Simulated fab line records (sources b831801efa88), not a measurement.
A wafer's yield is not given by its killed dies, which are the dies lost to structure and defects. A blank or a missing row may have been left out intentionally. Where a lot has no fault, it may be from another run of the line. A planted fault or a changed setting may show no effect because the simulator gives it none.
A lot that was struck, set against a sound lot :: flow sky130 :: 17 steps out of a route of 708
Sound: these wafers, L142.2, L142.3, L142.5. Wafers struck: L131.2, L131.3, L131.6. The cause is given at the end.
At each step with rows: each side's tool, then ch and its chambers, then its first start. Under that, the readings that differ: sound wafers :: struck wafers :: difference of the means :: sigmas: that difference in standard deviations of wafers without a fault.
alike: readings with means less than 2 such deviations apart, plus words and numbers identical on both sides. not compared: withheld readings, readings lacking a value on some wafer, bounds such as >300 that could conceal the same value, and numbers that have no deviation in the record and whose values overlap.
Wherever a step has rows on one side only, a row that says differs or no value, or a row with sigmas, the two part there. Numbers that don't overlap but have no deviation are shown without sigmas and don't part them. A reading missing from all wafers of one side parts the sides only when that side holds two or more wafers.

SKY_LDD_HVN_OVL_MEAS_07:
  sound on overlay-02, day 26 16:41; struck on overlay-01, day 23 10:59
  alike: LDD_HVN_OVL
then, 1 step without rows for these wafers: SKY_LDD_HVN_IMPLANT_08.
SKY_LDD_HVN_STRIP_09: strips in O2/N2.
  sound on plasma-asher-04 ch 0,1, day 26 16:52; struck on plasma-asher-04 ch 0,1, day 23 11:10
  alike: chamber-pressure-mTorr, drypump-motor-current-A, oes-product-au, strip-time-to-endpoint-s
  not compared: rf-hours-counter-h
SKY_LDD_HVN_TW_MEAS_10:
  sound on film-metro-02, day 26 16:58; struck on film-metro-04, day 23 11:17
  alike: LDD_HVN_TW
then, 7 steps without rows for these wafers: SKY_LDD_HVP_DEHYDRATE_00 (time 60 s); SKY_LDD_HVP_HMDS_01 (prime time 60 s); SKY_LDD_HVP_COAT_02 (resist thk 300 nm); SKY_LDD_HVP_SOFTBAKE_03 (time 60 s); SKY_LDD_HVP_EXPOSE_04 (exposes mask HVPTM, target cd 700 nm); SKY_LDD_HVP_PEB_05; SKY_LDD_HVP_DEVELOP_06 (develop time 60 s).
SKY_LDD_HVP_OVL_MEAS_07:
  sound on overlay-01, day 27 21:18; struck on overlay-01, day 24 17:44
  alike: LDD_HVP_OVL
SKY_LDD_HVP_IMPLANT_08:
  sound on implanter-03 ch 0, day 27 21:39; struck on implanter-03 ch 0, day 24 17:47
reading: dose-ions-cm2
sound: 1.7023e+13 1.7007e+13 1.7e+13
struck: 1.442e+13 1.4402e+13 1.4406e+13
difference: -2.601e+12
sigmas: -99 or more

reading: faraday-current-uA
sound: 95.8 96.8 93.8
struck: 80.7 79.7 80.8
difference: -15.1
sigmas: -8
  alike: end-station-pressure-torr
SKY_LDD_HVP_STRIP_09: strips in O2/N2.
  sound on plasma-asher-04 ch 0,1, day 27 21:47; struck on plasma-asher-03 ch 0,1, day 24 17:55
reading: strip-time-to-endpoint-s (s)
sound: 4.122 4.119 4.108
struck: 4.146 4.146 4.148
difference: +0.030
sigmas: +2
  alike: chamber-pressure-mTorr, drypump-motor-current-A, oes-product-au
  not compared: rf-hours-counter-h
SKY_LDD_HVP_TW_MEAS_10:
  sound on film-metro-01, day 27 21:53; struck on film-metro-04, day 24 18:02
reading: LDD_HVP_TW
sound: 467 462 464
struck: 431 435 435
difference: -31
sigmas: -9
then, 1 step without rows for these wafers: SKY_LDD_LDN_DEHYDRATE_00 (time 60 s).
-- a jump in the record: the struck wafers' starts before and after are 23 days apart (it breaks off in module LDD_LDN and resumes in module PAD_OPEN, where the first step shown is number 708 of the route) --
SKY_PAD_OPEN_PROBE_99:
  sound on prober-02, day 50 00:45; struck on prober-02, day 48 00:44
reading: model.etest.tip_p_5v.rs-ohm-sq
sound: 2838 2856 2847
struck: 3232 3239 3268
difference: +399
sigmas: 
  alike: killed_at_M0_to_M3, killed_at_M4_up, killed-at-contacts, killed-at-front-end, killed-at-other, killed-dies, killed-on-rim, killed-open, killed-short

== WHERE THEY PART ==
Last at SKY_LDD_HVP_TW_MEAS_10 as far as this record goes, first at SKY_LDD_HVP_IMPLANT_08. Later steps at which nothing parts them and some readings are alike: SKY_PAD_OPEN_PROBE_99.

WHY: whatever the simulator had introduced
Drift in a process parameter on implanter-03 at SKY_LDD_HVP_IMPLANT_08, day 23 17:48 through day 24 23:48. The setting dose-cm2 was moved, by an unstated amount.
